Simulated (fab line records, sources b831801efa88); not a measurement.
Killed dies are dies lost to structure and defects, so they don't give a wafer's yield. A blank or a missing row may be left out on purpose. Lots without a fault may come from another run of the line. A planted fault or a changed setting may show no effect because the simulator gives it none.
Chamber matching | flow sky130 | SKY_SONOS_ONO_ETCH_15 on rie_diel-03: 4 sister chambers
The step etches the open film in CHF3/O2, target depth 19.52 nm, time 7.8 s. 8 wafers are shown with their chamber, then 8 later ones without.

WAFERS WITH THEIR CHAMBER
wafer  | chamber | drypump_motor_current_A (A) | oes_product_au (a.u.)
L402.3 | 2       | 5.7                         | 0.995
L403.6 | 3       | 5.9                         | 0.994
L404.3 | 1       | 6.5                         | 0.990
L404.6 | 0       | 6.3                         | 0.996
L405.1 | 3       | 5.9                         | 0.993
L405.3 | 1       | 6.4                         | 0.994
L405.6 | 2       | 5.7                         | 0.997
L409.2 | 0       | 6.4                         | 0.987

WAFERS WITHOUT THEIR CHAMBER
wafer  | drypump_motor_current_A (A) | oes_product_au (a.u.)
L409.4 | 6.5                         | 0.992
L409.6 | 6.3                         | 0.991
L418.2 | 6.3                         | 0.987
L418.4 | 6.4                         | 0.985
L418.6 | 6.3                         | 0.987
L419.2 | 5.7                         | 1.002
L419.4 | 6.5                         | 0.990
L419.6 | 6.5                         | 0.990

WHICH CHAMBER EACH WENT THROUGH
wafer  | from the rows above     | in truth
L409.4 | 1                       | 1
L409.6 | 0                       | 0
L418.2 | can't be placed: 0 or 1 | 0
L418.4 | can't be placed: 0 or 1 | 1
L418.6 | can't be placed: 0 or 1 | 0
L419.2 | 2                       | 2
L419.4 | can't be placed: 1 or 0 | 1
L419.6 | can't be placed: 1 or 0 | 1
Placed correctly: 3 of 8. Can't be placed from these rows: 5 (the true chamber is among the candidates in 5). Placed wrongly: 0.
How it was worked out, from the rows above alone: a wafer's distance from a chamber is the root of the sum, over the readings, of the square of ((its reading less the chamber's mean) divided by the reading's scatter). The wafer belongs to the nearest chamber; if the next one is less than 2 further off, it can't be placed. A chamber's mean is the mean of its shown wafers. The scatter: the root of (the sum of the squares of (reading less its chamber's mean) over the shown wafers, divided by (wafers less chambers)).
